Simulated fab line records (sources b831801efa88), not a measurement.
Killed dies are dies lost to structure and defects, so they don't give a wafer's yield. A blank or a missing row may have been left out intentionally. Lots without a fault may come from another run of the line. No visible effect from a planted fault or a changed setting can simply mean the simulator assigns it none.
fab line records -- flow gf180mcu -- part 1 of 2: steps 1 to 24 of 34
record: lots: 5, wafers: 15, lastDay: 33
route steps=602 shown NWELL@45 LVPWELL@54 MVSD@66 MVPSD@78
lots with no fault: from the same line, run without faults
startH: hours from the record's opening day to when the first of the lot's shown wafers began -- waitH: hours from the lot's prior step to this one -- " the same as in the row above -- L1.1+2: a row that stands for several wafers -- - either no value or no given start -- * or withheld: withheld -- < > ~ a bound
route shown NAME@n: a module of which the file shows steps, and the number in the route of the first -- usual: average and standard deviation across the fault-free wafers -- same: alike in all rows -- chamber/n: place in a boat -- sites: readings site by site -- _std_site: standard deviation across them -- _edge_site: the outer-site mean with the inner-site mean subtracted -- radiusMm: how far each site lies from the wafer's centre -- mask NAME#n: copy n -- behind: tool/chamber where the wafer was last shaped -- hold: why the lot was held/for how many hours/how that ended -- device: the transistor (n, p or np) that didn't switch -- end of line: at the end of the route, the tests of the same wafers -- a step given without rows: its recipe and nothing more -- killed: dies that structure and defects cost at the first sort, which is not the same as the wafer's yield -- map: the dies of a wafer, with x for killed, . for not killed, _ for no die there
set.NAME: the setting as run; set.NAME@STEP: as run at that earlier step -- model.NAME: the simulator's own value behind a step, which no gauge read
lots at some steps of the route; a table a step, a row a wafer
services: the hour from which a tool's chamber was out of use, counted from the record's first day as startH (under 0 if before that day), plus the number of hours and why
== steps ==
step: GF_NWELL_SOFTBAKE_03
recipe: tempC: 110, timeS: withheld
usual: chillPlateTempC: 23.02/0.089, exhaustPa: 45.1/0.79
lot.wafer,tool,chamber,startH,waitH,chillPlateTempC,exhaustPa
L075.3,lithoTrack-03,0,55.15,0.1,23.04,46.1
L075.5,lithoTrack-03,0,55.15,0.1,23.09,44.2
L075.6,lithoTrack-03,0,55.15,0.1,22.98,43.8
L077.3,lithoTrack-02,0,66.36,0.1,22.97,46.3
L077.4,lithoTrack-02,0,66.36,0.1,23.09,45.3
L077.5,lithoTrack-02,0,66.36,0.1,22.89,45.8
L079.3,lithoTrack-02,0,75.31,0.1,23.15,45.9
L079.5,lithoTrack-02,0,75.31,0.1,23.06,45.8
L079.6,lithoTrack-02,0,75.31,0.1,23.21,45.2
L086.1,lithoTrack-03,0,113.03,0.1,23.08,43.4
L086.3,lithoTrack-03,0,113.03,0.1,23.04,43.0
L086.4,lithoTrack-03,0,113.03,0.1,23.01,44.8
L094.1,lithoTrack-03,0,156.63,0.1,23.08,44.9
L094.2,lithoTrack-03,0,156.63,0.1,23.01,45.5
L094.6,lithoTrack-03,0,156.63,0.1,22.93,45.3
step: GF_NWELL_EXPOSE_04
recipe: maskId: Nwell, targetCdNm: 860, na: 0.6, sourceShape: conventional, sigmaOuter: 0.6, doseMj: 260
usual: reticleTempC: 23.02/0.1
lot.wafer,tool,chamber,startH,waitH,mask,reticleTempC
L075.3,ilineStepper-01,0,-,-,Nwell#0,22.95
L075.5,ilineStepper-01,0,-,-,Nwell#0,23.05
L075.6,ilineStepper-01,0,-,-,Nwell#0,23.14
L077.3,ilineStepper-01,0,-,-,Nwell#0,23.02
L077.4,ilineStepper-01,0,-,-,Nwell#0,22.97
L077.5,ilineStepper-01,0,-,-,Nwell#0,22.90
L079.3,ilineStepper-01,0,-,-,Nwell#0,23.14
L079.5,ilineStepper-01,0,-,-,Nwell#0,23.16
L079.6,ilineStepper-01,0,-,-,Nwell#0,23.14
L086.1,ilineStepper-01,0,-,-,Nwell#0,22.90
L086.3,ilineStepper-01,0,-,-,Nwell#0,22.99
L086.4,ilineStepper-01,0,-,-,Nwell#0,22.92
L094.1,ilineStepper-01,0,-,-,Nwell#0,23.20
L094.2,ilineStepper-01,0,-,-,Nwell#0,23.15
L094.6,ilineStepper-01,0,-,-,Nwell#0,23.03
step: GF_NWELL_PEB_05
recipe: tempC: 115, timeS: withheld
usual: chillPlateTempC: 23.00/0.1, exhaustPa: 45.2/0.84
lot.wafer,tool,chamber,startH,waitH,chillPlateTempC,exhaustPa
L075.3,lithoTrack-03,0,-,-,23.19,45.7
L075.5,lithoTrack-03,0,-,-,23.15,45.9
L075.6,lithoTrack-03,0,-,-,23.13,45.8
L077.3,lithoTrack-03,0,-,-,22.92,46.5
L077.4,lithoTrack-03,0,-,-,23.03,45.4
L077.5,lithoTrack-03,0,-,-,23.06,45.3
L079.3,lithoTrack-02,0,-,-,22.98,46.2
L079.5,lithoTrack-02,0,-,-,22.93,45.9
L079.6,lithoTrack-02,0,-,-,23.02,45.3
L086.1,lithoTrack-04,0,-,-,23.01,45.4
L086.3,lithoTrack-04,0,-,-,23.13,45.5
L086.4,lithoTrack-04,0,-,-,23.14,43.9
L094.1,lithoTrack-02,0,-,-,22.95,45.4
L094.2,lithoTrack-02,0,-,-,22.88,44.7
L094.6,lithoTrack-02,0,-,-,23.00,45.2
step: GF_NWELL_DEVELOP_06
recipe: wallAngleDeg: 90, developTimeS: 60, devTempC: 23
usual: chillPlateTempC: 22.99/0.078, exhaustPa: 45.0/0.87
lot.wafer,tool,chamber,startH,waitH,chillPlateTempC,exhaustPa
L075.3,lithoTrack-03,0,-,-,23.05,44.8
L075.5,lithoTrack-03,0,-,-,22.95,44.2
L075.6,lithoTrack-03,0,-,-,22.98,45.0
L077.3,lithoTrack-03,0,-,-,23.01,45.4
L077.4,lithoTrack-03,0,-,-,22.92,45.2
L077.5,lithoTrack-03,0,-,-,22.88,45.0
L079.3,lithoTrack-02,0,-,-,22.97,46.4
L079.5,lithoTrack-02,0,-,-,22.96,45.9
L079.6,lithoTrack-02,0,-,-,23.08,45.3
L086.1,lithoTrack-04,0,-,-,23.07,45.7
L086.3,lithoTrack-04,0,-,-,23.02,45.2
L086.4,lithoTrack-04,0,-,-,22.88,45.4
L094.1,lithoTrack-02,0,-,-,23.02,45.1
L094.2,lithoTrack-02,0,-,-,23.08,44.6
L094.6,lithoTrack-02,0,-,-,23.09,44.4
step: GF_NWELL_OVL_MEAS_07
usual: NWELL_OVL: 1.4/1.3
lot.wafer,tool,chamber,startH,waitH,NWELL_OVL[nm]
L075.3,overlay-01,-,61.40,-,1.0
L075.5,overlay-01,-,61.40,-,1.7
L075.6,overlay-01,-,61.40,-,2.0
L077.3,overlay-02,-,73.40,-,1.6
L077.4,overlay-02,-,73.40,-,0.6
L077.5,overlay-02,-,73.40,-,1.1
L079.3,overlay-01,-,81.95,-,2.4
L079.5,overlay-01,-,81.95,-,2.6
L079.6,overlay-01,-,81.95,-,1.8
L086.1,overlay-02,-,120.36,-,-0.8
L086.3,overlay-02,-,120.36,-,2.0
L086.4,overlay-02,-,120.36,-,0.0
L094.1,overlay-02,-,165.09,-,-0.8
L094.2,overlay-02,-,165.09,-,1.7
L094.6,overlay-02,-,165.09,-,-0.7
step: GF_NWELL_IMPLANT_08
recipe: species: P, energyKev: 450, doseCm2: 1.5e+13, tiltDeg: 0
lot.wafer,tool,chamber,startH,waitH
L075.3+5+6,implanter-03,0,61.47,0.1
L077.3+4+5,implanter-02,0,73.47,0.1
L079.3+5+6,implanter-02,0,82.03,0.1
L086.1+3+4,implanter-03,0,120.39,0.0
L094.1+2+6,implanter-04,0,165.12,0.0
step: GF_NWELL_IMPLANT_09
recipe: species: P, energyKev: 160, doseCm2: 4e+12, tiltDeg: 0
lot.wafer,tool,chamber,startH,waitH
L075.3+5+6,implanter-03,0,61.62,0.1
L077.3+4+5,implanter-02,0,73.62,0.1
L079.3+5+6,implanter-02,0,82.18,0.1
L086.1+3+4,implanter-03,0,120.54,0.1
L094.1+2+6,implanter-04,0,165.27,0.1
step: GF_NWELL_STRIP_10
recipe: chemistry: O2/N2, powerW: 1400, pressureMtorr: 1500, platenTempC: 250, o2FlowSccm: 3000, n2FlowSccm: 300, overashFraction: 0.5
usual: chamberPressureMTorr: 1500.2/1.4, drypumpMotorCurrentA: 5.6/0.36, heaterPowerW: 325/20, oesProductAu: 0.722/0.0045, stripTimeToEndpointS: 37.02/0.095
lot.wafer,tool,chamber,startH,waitH,chamberPressureMTorr,drypumpMotorCurrentA,heaterPowerW,oesProductAu,rfHoursCounterH,stripTimeToEndpointS
L075.3,plasmaAsher-01,1,61.76,0.1,1498.7,5.3,291,0.726,-,37.07
L075.5,plasmaAsher-01,0,61.76,0.1,1501.8,5.2,321,0.719,-,37.11
L075.6,plasmaAsher-01,1,61.76,0.1,1499.0,5.3,289,0.718,-,37.05
L077.3,plasmaAsher-03,0,73.75,0.1,1499.9,5.1,298,0.718,-,36.98
L077.4,plasmaAsher-03,1,73.75,0.1,1500.2,6.2,326,0.724,-,37.03
L077.5,plasmaAsher-03,1,73.75,0.1,1500.3,6.3,322,0.730,-,36.94
L079.3,plasmaAsher-04,0,82.31,0.1,1501.5,5.7,333,0.715,-,37.04
L079.5,plasmaAsher-04,1,82.31,0.1,1500.4,5.5,343,0.720,-,37.10
L079.6,plasmaAsher-04,0,82.31,0.1,1499.7,5.7,331,0.720,-,37.12
L086.1,plasmaAsher-04,1,120.69,0.1,1499.7,5.5,347,0.728,50,37.04
L086.3,plasmaAsher-04,1,120.69,0.1,1499.0,5.5,354,0.723,-,36.96
L086.4,plasmaAsher-04,0,120.69,0.1,1499.8,5.7,328,0.719,-,36.84
L094.1,plasmaAsher-03,1,165.42,0.1,1501.5,6.2,328,0.717,52,37.01
L094.2,plasmaAsher-03,0,165.42,0.1,1498.3,5.1,294,0.732,52,37.11
L094.6,plasmaAsher-03,0,165.42,0.1,1501.5,5.1,298,0.728,-,37.05
step: GF_NWELL_TW_MEAS_11
usual: NWELL_TW: 1582/7.6
lot.wafer,tool,chamber,startH,waitH,NWELL_TW
L075.3,filmMetro-03,-,61.84,0.1,1577
L075.5,filmMetro-03,-,61.84,0.1,1577
L075.6,filmMetro-03,-,61.84,0.1,1573
L077.3,filmMetro-01,-,73.84,0.1,1585
L077.4,filmMetro-01,-,73.84,0.1,1567
L077.5,filmMetro-01,-,73.84,0.1,1577
L079.3,filmMetro-04,-,82.41,0.1,1574
L079.5,filmMetro-04,-,82.41,0.1,1577
L079.6,filmMetro-04,-,82.41,0.1,1574
L086.1,filmMetro-01,-,120.79,0.1,1594
L086.3,filmMetro-01,-,120.79,0.1,1590
L086.4,filmMetro-01,-,120.79,0.1,1595
L094.1,filmMetro-04,-,165.52,0.1,1584
L094.2,filmMetro-04,-,165.52,0.1,1583
L094.6,filmMetro-04,-,165.52,0.1,1578
step: GF_LVPWELL_DEHYDRATE_00
recipe: tempC: 200, timeS: 60
usual: chillPlateTempC: 23.01/0.092, exhaustPa: 45.0/0.86
lot.wafer,tool,chamber,startH,waitH,chillPlateTempC,exhaustPa
L075.3,lithoTrack-01,0,68.13,6.3,22.99,45.0
L075.5,lithoTrack-01,0,68.13,6.3,23.04,44.7
L075.6,lithoTrack-01,0,68.13,6.3,23.03,45.3
L077.3,lithoTrack-01,0,80.13,6.3,23.04,43.9
L077.4,lithoTrack-01,0,80.13,6.3,23.02,44.9
L077.5,lithoTrack-01,0,80.13,6.3,23.05,43.7
L079.3,lithoTrack-03,0,88.69,6.3,22.88,46.8
L079.5,lithoTrack-03,0,88.69,6.3,22.87,46.0
L079.6,lithoTrack-03,0,88.69,6.3,22.94,45.5
L086.1,lithoTrack-03,0,127.23,6.4,22.87,44.4
L086.3,lithoTrack-03,0,127.23,6.4,22.84,44.3
L086.4,lithoTrack-03,0,127.23,6.4,23.13,44.8
L094.1,lithoTrack-01,0,173.13,7.6,22.95,45.4
L094.2,lithoTrack-01,0,173.13,7.6,23.02,45.2
L094.6,lithoTrack-01,0,173.13,7.6,23.08,45.6
step: GF_LVPWELL_HMDS_01
recipe: primeTimeS: 60, primeTempC: 120
usual: chillPlateTempC: 22.98/0.094, exhaustPa: 44.9/0.93
lot.wafer,tool,chamber,startH,waitH,chillPlateTempC,exhaustPa
L075.3,lithoTrack-01,0,68.28,0.1,22.83,44.6
L075.5,lithoTrack-01,0,68.28,0.1,22.72,45.1
L075.6,lithoTrack-01,0,68.28,0.1,22.80,44.9
L077.3,lithoTrack-01,0,80.28,0.1,22.97,45.9
L077.4,lithoTrack-01,0,80.28,0.1,22.97,46.0
L077.5,lithoTrack-01,0,80.28,0.1,23.09,45.0
L079.3,lithoTrack-03,0,88.84,0.1,22.85,44.1
L079.5,lithoTrack-03,0,88.84,0.1,23.01,43.7
L079.6,lithoTrack-03,0,88.84,0.1,22.96,43.4
L086.1,lithoTrack-03,0,127.38,0.1,23.03,44.2
L086.3,lithoTrack-03,0,127.38,0.1,23.04,45.2
L086.4,lithoTrack-03,0,127.38,0.1,23.05,43.4
L094.1,lithoTrack-01,0,173.28,0.1,22.91,44.6
L094.2,lithoTrack-01,0,173.28,0.1,22.96,44.1
L094.6,lithoTrack-01,0,173.28,0.1,22.86,45.5
step: GF_LVPWELL_COAT_02
recipe: spinRpm: 2000, resistThkNm: 3000
usual: chillPlateTempC: 23.01/0.11, exhaustPa: 45.0/0.8
lot.wafer,tool,chamber,startH,waitH,chillPlateTempC,exhaustPa
L075.3,lithoTrack-01,0,68.43,0.1,22.94,45.5
L075.5,lithoTrack-01,0,68.43,0.1,22.97,45.0
L075.6,lithoTrack-01,0,68.43,0.1,22.97,44.2
L077.3,lithoTrack-01,0,80.43,0.1,22.96,46.3
L077.4,lithoTrack-01,0,80.43,0.1,22.80,45.4
L077.5,lithoTrack-01,0,80.43,0.1,22.87,45.9
L079.3,lithoTrack-03,0,88.99,0.1,23.00,44.0
L079.5,lithoTrack-03,0,88.99,0.1,22.92,44.7
L079.6,lithoTrack-03,0,88.99,0.1,22.83,44.5
L086.1,lithoTrack-03,0,127.53,0.1,22.89,44.3
L086.3,lithoTrack-03,0,127.53,0.1,22.86,45.1
L086.4,lithoTrack-03,0,127.53,0.1,23.04,43.8
L094.1,lithoTrack-01,0,173.43,0.1,22.97,44.5
L094.2,lithoTrack-01,0,173.43,0.1,22.92,44.6
L094.6,lithoTrack-01,0,173.43,0.1,22.95,45.2
step: GF_LVPWELL_SOFTBAKE_03
recipe: tempC: 110, timeS: withheld
usual: chillPlateTempC: 23.00/0.11, exhaustPa: 45.1/0.99
lot.wafer,tool,chamber,startH,waitH,chillPlateTempC,exhaustPa
L075.3,lithoTrack-01,0,68.60,0.1,23.11,44.8
L075.5,lithoTrack-01,0,68.60,0.1,23.18,46.1
L075.6,lithoTrack-01,0,68.60,0.1,23.25,46.4
L077.3,lithoTrack-01,0,80.60,0.1,23.06,43.6
L077.4,lithoTrack-01,0,80.60,0.1,23.04,44.8
L077.5,lithoTrack-01,0,80.60,0.1,22.99,42.9
L079.3,lithoTrack-03,0,89.15,0.1,22.97,45.5
L079.5,lithoTrack-03,0,89.15,0.1,22.85,45.2
L079.6,lithoTrack-03,0,89.15,0.1,23.05,45.3
L086.1,lithoTrack-03,0,127.68,0.1,22.92,47.1
L086.3,lithoTrack-03,0,127.68,0.1,22.97,44.2
L086.4,lithoTrack-03,0,127.68,0.1,23.13,43.9
L094.1,lithoTrack-01,0,173.58,0.1,22.99,45.2
L094.2,lithoTrack-01,0,173.58,0.1,22.91,43.7
L094.6,lithoTrack-01,0,173.58,0.1,23.19,44.8
step: GF_LVPWELL_EXPOSE_04
recipe: maskId: LVPWELL, targetCdNm: 600, na: 0.6, sourceShape: conventional, sigmaOuter: 0.6, doseMj: 260
usual: reticleTempC: 23.00/0.098
lot.wafer,tool,chamber,startH,waitH,mask,reticleTempC
L075.3,ilineStepper-02,0,-,-,LVPWELL#0,23.12
L075.5,ilineStepper-02,0,-,-,LVPWELL#0,22.92
L075.6,ilineStepper-02,0,-,-,LVPWELL#0,23.01
L077.3,ilineStepper-02,0,-,-,LVPWELL#0,22.96
L077.4,ilineStepper-02,0,-,-,LVPWELL#0,23.11
L077.5,ilineStepper-02,0,-,-,LVPWELL#0,23.08
L079.3,ilineStepper-02,0,-,-,LVPWELL#0,23.03
L079.5,ilineStepper-02,0,-,-,LVPWELL#0,23.13
L079.6,ilineStepper-02,0,-,-,LVPWELL#0,22.96
L086.1,ilineStepper-02,0,-,-,LVPWELL#0,22.79
L086.3,ilineStepper-02,0,-,-,LVPWELL#0,22.95
L086.4,ilineStepper-02,0,-,-,LVPWELL#0,23.07
L094.1,ilineStepper-02,0,-,-,LVPWELL#0,23.10
L094.2,ilineStepper-02,0,-,-,LVPWELL#0,23.17
L094.6,ilineStepper-02,0,-,-,LVPWELL#0,22.92
step: GF_LVPWELL_PEB_05
recipe: tempC: 115, timeS: withheld
usual: chillPlateTempC: 23.00/0.11, exhaustPa: 45.1/0.81
lot.wafer,tool,chamber,startH,waitH,chillPlateTempC,exhaustPa
L075.3,lithoTrack-02,0,-,-,23.07,45.0
L075.5,lithoTrack-02,0,-,-,22.79,45.4
L075.6,lithoTrack-02,0,-,-,22.94,45.1
L077.3,lithoTrack-03,0,-,-,23.03,47.3
L077.4,lithoTrack-03,0,-,-,22.99,45.1
L077.5,lithoTrack-03,0,-,-,23.05,46.9
L079.3,lithoTrack-03,0,-,-,22.97,45.8
L079.5,lithoTrack-03,0,-,-,23.00,44.3
L079.6,lithoTrack-03,0,-,-,22.90,44.5
L086.1,lithoTrack-01,0,-,-,23.16,45.0
L086.3,lithoTrack-01,0,-,-,23.06,43.7
L086.4,lithoTrack-01,0,-,-,23.07,45.2
L094.1,lithoTrack-02,0,-,-,23.05,45.6
L094.2,lithoTrack-02,0,-,-,23.04,44.4
L094.6,lithoTrack-02,0,-,-,22.82,44.8
step: GF_LVPWELL_DEVELOP_06
recipe: wallAngleDeg: 90, developTimeS: 60, devTempC: 23
usual: chillPlateTempC: 22.97/0.1, exhaustPa: 44.9/1
lot.wafer,tool,chamber,startH,waitH,chillPlateTempC,exhaustPa
L075.3,lithoTrack-02,0,-,-,22.96,45.3
L075.5,lithoTrack-02,0,-,-,22.91,45.4
L075.6,lithoTrack-02,0,-,-,23.11,43.4
L077.3,lithoTrack-03,0,-,-,22.80,44.8
L077.4,lithoTrack-03,0,-,-,22.95,44.5
L077.5,lithoTrack-03,0,-,-,22.90,44.4
L079.3,lithoTrack-03,0,-,-,22.93,46.0
L079.5,lithoTrack-03,0,-,-,23.05,44.8
L079.6,lithoTrack-03,0,-,-,23.06,45.1
L086.1,lithoTrack-01,0,-,-,23.03,45.0
L086.3,lithoTrack-01,0,-,-,22.95,44.6
L086.4,lithoTrack-01,0,-,-,22.79,43.3
L094.1,lithoTrack-02,0,-,-,22.90,44.9
L094.2,lithoTrack-02,0,-,-,22.85,45.8
L094.6,lithoTrack-02,0,-,-,23.02,44.4
step: GF_LVPWELL_OVL_MEAS_07
usual: LVPWELL_OVL: 0.7/1.4
lot.wafer,tool,chamber,startH,waitH,LVPWELL_OVL[nm]
L075.3,overlay-02,-,74.80,-,2.8
L075.5,overlay-02,-,74.80,-,-1.2
L075.6,overlay-02,-,74.80,-,-2.1
L077.3,overlay-02,-,87.70,-,0.1
L077.4,overlay-02,-,87.70,-,-0.4
L077.5,overlay-02,-,87.70,-,0.6
L079.3,overlay-02,-,96.40,-,-2.5
L079.5,overlay-02,-,96.40,-,-1.2
L079.6,overlay-02,-,96.40,-,-0.8
L086.1,overlay-02,-,134.83,-,-0.2
L086.3,overlay-02,-,134.83,-,-1.0
L086.4,overlay-02,-,134.83,-,1.2
L094.1,overlay-01,-,182.49,-,0.7
L094.2,overlay-01,-,182.49,-,3.0
L094.6,overlay-01,-,182.49,-,2.8
step: GF_LVPWELL_IMPLANT_08
recipe: species: B, energyKev: 170, doseCm2: 1.5e+13, tiltDeg: 0
lot.wafer,tool,chamber,startH,waitH
L075.3+5+6,implanter-04,0,74.88,0.1
L077.3+4+5,implanter-01,0,87.77,0.1
L079.3+5+6,implanter-01,0,96.47,0.1
L086.1+3+4,implanter-04,0,134.87,0.0
L094.1+2+6,implanter-01,0,182.52,0.0
step: GF_LVPWELL_IMPLANT_09
recipe: species: B, energyKev: 60, doseCm2: 5e+12, tiltDeg: 0
lot.wafer,tool,chamber,startH,waitH
L075.3+5+6,implanter-04,0,75.03,0.1
L077.3+4+5,implanter-01,0,87.92,0.1
L079.3+5+6,implanter-01,0,96.62,0.1
L086.1+3+4,implanter-04,0,135.02,0.1
L094.1+2+6,implanter-01,0,182.67,0.1
step: GF_LVPWELL_STRIP_10
recipe: chemistry: O2/N2, powerW: 1400, pressureMtorr: 1500, platenTempC: 250, o2FlowSccm: 3000, n2FlowSccm: 300, overashFraction: 0.5
usual: chamberPressureMTorr: 1500.2/1.4, drypumpMotorCurrentA: 5.7/0.46, heaterPowerW: 310/25, oesProductAu: 0.723/0.0046, stripTimeToEndpointS: 36.99/0.12
lot.wafer,tool,chamber,startH,waitH,chamberPressureMTorr,drypumpMotorCurrentA,heaterPowerW,oesProductAu,rfHoursCounterH,stripTimeToEndpointS
L075.3,plasmaAsher-01,0,75.16,0.1,1497.4,5.2,313,0.722,-,36.99
L075.5,plasmaAsher-01,0,75.16,0.1,1499.2,5.2,313,0.714,-,36.97
L075.6,plasmaAsher-01,1,75.16,0.1,1500.3,5.2,295,0.730,-,37.11
L077.3,plasmaAsher-02,1,88.05,0.1,1501.3,6.1,275,0.722,-,36.96
L077.4,plasmaAsher-02,0,88.05,0.1,1500.2,6.5,318,0.726,-,37.02
L077.5,plasmaAsher-02,0,88.05,0.1,1500.9,6.4,329,0.728,-,36.80
L079.3,plasmaAsher-04,1,96.75,0.1,1500.9,5.5,356,0.727,-,37.06
L079.5,plasmaAsher-04,1,96.75,0.1,1503.9,5.5,347,0.721,-,36.97
L079.6,plasmaAsher-04,0,96.75,0.1,1502.1,5.7,339,0.728,-,36.98
L086.1,plasmaAsher-01,1,135.17,0.1,1501.0,5.3,286,0.721,2,37.18
L086.3,plasmaAsher-01,1,135.17,0.1,1498.3,5.2,288,0.726,-,37.07
L086.4,plasmaAsher-01,0,135.17,0.1,1499.0,5.2,309,0.725,-,37.14
L094.1,plasmaAsher-01,0,182.82,0.1,1502.2,5.2,314,0.728,6,37.00
L094.2,plasmaAsher-01,1,182.82,0.1,1501.0,5.3,290,0.718,6,37.04
L094.6,plasmaAsher-01,0,182.82,0.1,1497.1,5.2,318,0.724,-,36.95
step: GF_LVPWELL_TW_MEAS_11
usual: LVPWELL_TW: 562.4/2.5
lot.wafer,tool,chamber,startH,waitH,LVPWELL_TW
L075.3,filmMetro-03,-,75.25,0.1,562.8
L075.5,filmMetro-03,-,75.25,0.1,563.3
L075.6,filmMetro-03,-,75.25,0.1,562.3
L077.3,filmMetro-01,-,88.14,0.1,561.4
L077.4,filmMetro-01,-,88.14,0.1,561.9
L077.5,filmMetro-01,-,88.14,0.1,562.3
L079.3,filmMetro-04,-,96.84,0.1,569.5
L079.5,filmMetro-04,-,96.84,0.1,567.2
L079.6,filmMetro-04,-,96.84,0.1,568.2
L086.1,filmMetro-03,-,135.27,0.1,561.7
L086.3,filmMetro-03,-,135.27,0.1,561.9
L086.4,filmMetro-03,-,135.27,0.1,559.8
L094.1,filmMetro-03,-,182.92,0.1,560.6
L094.2,filmMetro-03,-,182.92,0.1,561.9
L094.6,filmMetro-03,-,182.92,0.1,560.2
step: GF_MVSD_DEHYDRATE_00
recipe: tempC: 200, timeS: 60
usual: chillPlateTempC: 23.02/0.11, exhaustPa: 45.1/1.1
lot.wafer,tool,chamber,startH,waitH,chillPlateTempC,exhaustPa
L075.3,lithoTrack-01,0,81.38,6.1,23.17,44.9
L075.5,lithoTrack-01,0,81.38,6.1,23.26,44.6
L075.6,lithoTrack-01,0,81.38,6.1,23.04,44.3
L077.3,lithoTrack-03,0,94.79,6.6,23.05,44.7
L077.4,lithoTrack-03,0,94.79,6.6,22.85,44.2
L077.5,lithoTrack-03,0,94.79,6.6,22.97,45.1
L079.3,lithoTrack-03,0,102.73,5.9,22.86,44.4
L079.5,lithoTrack-03,0,102.73,5.9,22.77,46.5
L079.6,lithoTrack-03,0,102.73,5.9,22.82,45.3
L086.1,lithoTrack-04,0,142.36,7.1,22.99,45.0
L086.3,lithoTrack-04,0,142.36,7.1,23.21,44.3
L086.4,lithoTrack-04,0,142.36,7.1,23.08,45.0
L094.1,lithoTrack-04,0,189.86,6.9,22.96,44.5
L094.2,lithoTrack-04,0,189.86,6.9,23.08,45.6
L094.6,lithoTrack-04,0,189.86,6.9,22.94,45.7
step: GF_MVSD_HMDS_01
recipe: primeTimeS: 60, primeTempC: 120
usual: chillPlateTempC: 22.98/0.094, exhaustPa: 44.9/0.92
lot.wafer,tool,chamber,startH,waitH,chillPlateTempC,exhaustPa
L075.3,lithoTrack-01,0,81.53,0.1,23.08,45.3
L075.5,lithoTrack-01,0,81.53,0.1,23.05,44.0
L075.6,lithoTrack-01,0,81.53,0.1,23.03,43.5
L077.3,lithoTrack-03,0,94.94,0.1,22.92,45.3
L077.4,lithoTrack-03,0,94.94,0.1,23.01,44.5
L077.5,lithoTrack-03,0,94.94,0.1,23.02,44.5
L079.3,lithoTrack-03,0,102.88,0.1,22.94,43.2
L079.5,lithoTrack-03,0,102.88,0.1,22.93,43.0
L079.6,lithoTrack-03,0,102.88,0.1,22.89,42.9
L086.1,lithoTrack-04,0,142.51,0.1,23.02,45.0
L086.3,lithoTrack-04,0,142.51,0.1,23.15,44.1
L086.4,lithoTrack-04,0,142.51,0.1,23.14,45.5
L094.1,lithoTrack-04,0,190.01,0.1,22.76,45.2
L094.2,lithoTrack-04,0,190.01,0.1,22.92,47.6
L094.6,lithoTrack-04,0,190.01,0.1,22.98,45.8
step: GF_MVSD_COAT_02
recipe: spinRpm: 2000, resistThkNm: 3000
usual: chillPlateTempC: 23.00/0.11, exhaustPa: 45.0/0.8
lot.wafer,tool,chamber,startH,waitH,chillPlateTempC,exhaustPa
L075.3,lithoTrack-01,0,81.68,0.1,22.96,44.6
L075.5,lithoTrack-01,0,81.68,0.1,22.98,43.8
L075.6,lithoTrack-01,0,81.68,0.1,22.92,44.7
L077.3,lithoTrack-03,0,95.09,0.1,23.07,45.3
L077.4,lithoTrack-03,0,95.09,0.1,22.93,44.1
L077.5,lithoTrack-03,0,95.09,0.1,22.90,44.5
L079.3,lithoTrack-03,0,103.03,0.1,22.77,44.6
L079.5,lithoTrack-03,0,103.03,0.1,22.94,44.2
L079.6,lithoTrack-03,0,103.03,0.1,23.04,44.8
L086.1,lithoTrack-04,0,142.66,0.1,23.10,44.1
L086.3,lithoTrack-04,0,142.66,0.1,23.09,44.3
L086.4,lithoTrack-04,0,142.66,0.1,23.08,43.0
L094.1,lithoTrack-04,0,190.16,0.1,22.92,45.4
L094.2,lithoTrack-04,0,190.16,0.1,23.18,45.5
L094.6,lithoTrack-04,0,190.16,0.1,23.11,43.8
